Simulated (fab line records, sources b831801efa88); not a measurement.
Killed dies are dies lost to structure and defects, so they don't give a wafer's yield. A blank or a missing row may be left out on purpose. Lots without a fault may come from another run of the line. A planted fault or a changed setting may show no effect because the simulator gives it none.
Which tool did it? | flow gf180mcu | 13 lots, 39 wafers sampled, at 5 steps of a route of 602

WHAT THE GAUGES READ, wafer by wafer
GF_STI_THK_MEAS_22. Usual: STI_OXIDATION_01_THK 14.94 nm, standard deviation 0.3.
lot  | measured    | on            | STI_OXIDATION_01_THK (nm) | flag
L235 | day 2 13:32 | film_metro-03 | 14.97 14.73 14.92         |
L236 | day 2 18:54 | film_metro-01 | 14.75 14.50 14.67         |
L237 | day 3 01:16 | film_metro-02 | 14.28 14.14 14.49         |
L238 | day 3 05:03 | film_metro-01 | 14.30 14.52 14.25         |
L239 | day 3 10:02 | film_metro-01 | 14.89 14.55 15.03         |
L241 | day 3 21:21 | film_metro-02 | 15.22 14.95 15.16         |
L240 | day 3 21:24 | film_metro-01 | 15.43 15.12 15.25         |
L242 | day 4 02:31 | film_metro-02 | 15.29 15.05 15.26         |
L250 | day 5 20:50 | film_metro-01 | 15.01 14.72 14.84         |
L251 | day 6 02:21 | film_metro-01 | 14.75 14.82 14.81         |
L253 | day 6 09:55 | film_metro-02 | 15.12 14.89 15.12         |
L255 | day 6 19:36 | film_metro-03 | 14.94 15.00 15.16         |
L256 | day 7 00:50 | film_metro-01 | 15.13 15.25 15.27         |

GF_VT_IMPLANT_TW_MEAS_21. Usual: VT_IMPLANT_2_TW 1210, standard deviation 10.
lot  | measured     | on            | VT_IMPLANT_2_TW               | flag
L235 | day 6 15:04  | film_metro-01 | 1214 1216 1216                |
L236 | day 6 20:07  | film_metro-03 | 1201 1206 1206                |
L237 | day 7 03:51  | film_metro-04 | 1223 1219 1214                |
L238 | day 7 09:38  | film_metro-01 | 1197 1191 1202                |
L239 | day 7 15:10  | film_metro-04 | 1215 1216 1217                |
L241 | day 8 04:46  | film_metro-01 | 1265 1272 1268 1269 1271 1268 | OFF
L240 | day 8 06:40  | film_metro-04 | 1226 1216 1223                |
L242 | day 8 13:16  | film_metro-01 | 1259 1271 1267 1265 1265 1267 | OFF
L250 | day 10 21:13 | film_metro-01 | 1204 1205 1205                |
L251 | day 11 01:58 | film_metro-04 | 1213 1211 1211                |
L253 | day 11 11:49 | film_metro-01 | 1189 1193 1197                |
L255 | day 12 02:10 | film_metro-04 | 1216 1215 1221                |
L256 | day 12 07:29 | film_metro-04 | 1212 1212 1218                |

GF_HV_LDD_OVL_MEAS_47. Usual: HV_LDD_03_OVL -1.0 nm, standard deviation 1.2.
lot  | measured     | on         | HV_LDD_03_OVL (nm) | flag
L235 | day 12 18:16 | overlay-01 | -1.0 -0.7 -0.7     |
L236 | day 13 03:09 | overlay-01 | 1.7 1.1 0.1        |
L237 | day 13 13:09 | overlay-02 | -3.0 -3.3 -2.7     |
L238 | day 13 16:33 | overlay-02 | 0.1 -1.0 -1.2      |
L239 | day 14 04:32 | overlay-02 | -3.5 -2.4 -2.8     |
L241 | day 14 18:43 | overlay-02 | -2.8 -2.4 -2.2     |
L240 | day 14 22:23 | overlay-01 | 0.7 -0.5 0.1       |
L242 | day 15 07:14 | overlay-02 | -0.5 -1.4 -1.7     |
L250 | day 18 06:52 | overlay-02 | -2.8 -2.7 -1.3     |
L251 | day 18 13:41 | overlay-02 | -0.3 -0.4 -0.9     |
L253 | day 18 21:24 | overlay-01 | 0.1 -0.2 -0.1      |
L255 | day 19 18:13 | overlay-01 | -0.8 -0.1 -1.1     |
L256 | day 20 01:27 | overlay-02 | -2.5 -1.8 -1.2     |

WHICH TOOL RAN EACH LOT (tool, then ch and the chambers of the sampled wafers, then the start)
lot  | GF_VT_IMPLANT_IMPLANT_19        | GF_VT_IMPLANT_RTA_45
L235 | implanter-03 ch 0, day 6 14:49  | rtp_anneal-01 ch 0, day 7 22:11
L236 | implanter-04 ch 0, day 6 19:52  | rtp_anneal-02 ch 0, day 8 03:19
L237 | implanter-03 ch 0, day 7 03:36  | rtp_anneal-02 ch 0, day 8 12:13
L238 | implanter-04 ch 0, day 7 09:25  | rtp_anneal-02 ch 0, day 8 17:06
L239 | implanter-04 ch 0, day 7 14:55  | rtp_anneal-01 ch 0, day 9 00:13
L241 | implanter-04 ch 0, day 8 04:32  | rtp_anneal-01 ch 0, day 9 15:20
L240 | implanter-03 ch 0, day 8 06:26  | rtp_anneal-02 ch 0, day 9 17:20
L242 | implanter-04 ch 0, day 8 13:01  | rtp_anneal-02 ch 0, day 10 00:17
L250 | implanter-02 ch 0, day 10 20:59 | rtp_anneal-02 ch 0, day 12 10:11
L251 | implanter-03 ch 0, day 11 01:43 | rtp_anneal-02 ch 0, day 12 15:49
L253 | implanter-02 ch 0, day 11 11:34 | rtp_anneal-01 ch 0, day 13 02:37
L255 | implanter-02 ch 0, day 12 01:56 | rtp_anneal-01 ch 0, day 13 17:25
L256 | implanter-02 ch 0, day 12 07:16 | rtp_anneal-01 ch 0, day 13 23:38
- GF_VT_IMPLANT_IMPLANT_19
- GF_VT_IMPLANT_RTA_45: time 30 s.

WHAT THE TOOLS THEMSELVES READ (means of the sampled wafers that have a number; where no wafer has one, the mark that the record gives instead)
GF_VT_IMPLANT_IMPLANT_19. Usual: beam_energy_keV 100.00, standard deviation 0.032.
lot  | tool         | beam_energy_keV | flag
L235 | implanter-03 | 100.01          |
L236 | implanter-04 | 100.01          |
L237 | implanter-03 | 99.99           |
L238 | implanter-04 | 99.99           |
L239 | implanter-04 | 99.99           |
L241 | implanter-04 | 121.75          | OFF
L240 | implanter-03 | 100.01          |
L242 | implanter-04 | 121.82          | OFF
L250 | implanter-02 | 100.01          |
L251 | implanter-03 | 100.00          |
L253 | implanter-02 | 100.02          |
L255 | implanter-02 | 100.00          |
L256 | implanter-02 | 99.96           |

GF_VT_IMPLANT_RTA_45. Usual: anneal_temp_c_max 1055.5, standard deviation 0.92; lamp_power_pct 37 %, standard deviation 6.5; wafer_temp_C_max 1055.7, standard deviation 1.6.
lot  | tool          | anneal_temp_c_max | lamp_power_pct (%) | wafer_temp_C_max | flag
L235 | rtp_anneal-01 | 1054.9            | 30                 | 1057.5           |
L236 | rtp_anneal-02 | 1056.3            | 43                 | 1055.1           |
L237 | rtp_anneal-02 | 1055.7            | 43                 | 1055.9           |
L238 | rtp_anneal-02 | 1056.1            | 43                 | 1055.0           |
L239 | rtp_anneal-01 | 1056.9            | 30                 | 1056.4           |
L241 | rtp_anneal-01 | 1056.2            | 30                 | 1056.6           |
L240 | rtp_anneal-02 | 1054.9            | 43                 | 1054.4           |
L242 | rtp_anneal-02 | 1056.3            | 43                 | 1054.1           |
L250 | rtp_anneal-02 | 1054.6            | 43                 | 1055.2           |
L251 | rtp_anneal-02 | 1055.3            | 43                 | 1054.1           |
L253 | rtp_anneal-01 | 1055.3            | 30                 | 1057.8           |
L255 | rtp_anneal-01 | 1055.1            | 30                 | 1056.5           |
L256 | rtp_anneal-01 | 1055.7            | 30                 | 1057.0           |

THE ANSWER, worked out from the rows above alone
Rule: a lot is off if the mean of its wafers that have a number lies more than 3 standard deviations from the usual mean. A lot without any number at a reading at which 4 lots or more have one is off too. The other lots that the step has rows for count as sound. The gauges are gone through in route order, then the tools' own readings, and for those a lot's mean is taken as printed above. The first step at which some lot is off is used, and at that step the reading that is off furthest; a lot without a number counts as furthest.
Off: L241, L242, at GF_VT_IMPLANT_TW_MEAS_21 (VT_IMPLANT_2_TW).
A tool fits if, at a process step before that reading, it ran every lot that is off, and no sound lot after the first of them. The gauges at GF_VT_IMPLANT_TW_MEAS_21 aren't tried: what is off there is off at GF_VT_IMPLANT_IMPLANT_19 too, on other tools, and a gauge's error can't cause that. One fits: implanter-04 at GF_VT_IMPLANT_IMPLANT_19. Its last sound lot is L239 (day 7 14:55), its first lot that is off L241 (day 8 04:32): a fault that began between those two fits.
The tool's own readings at GF_VT_IMPLANT_IMPLANT_19 bear it out: on the lots that are off they differ by more than 5 times the standard deviation of the sound lots' means. beam_energy_keV reads 121.78 there against 100.00 on the sound lots.

WHAT THE SIMULATOR HAD PUT IN
Process parameter drift: implanter-04, from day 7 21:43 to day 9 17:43, at GF_VT_IMPLANT_IMPLANT_19. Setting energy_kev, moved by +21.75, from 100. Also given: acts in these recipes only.
Lots struck among those shown: L241, L242. The rule above found the same.
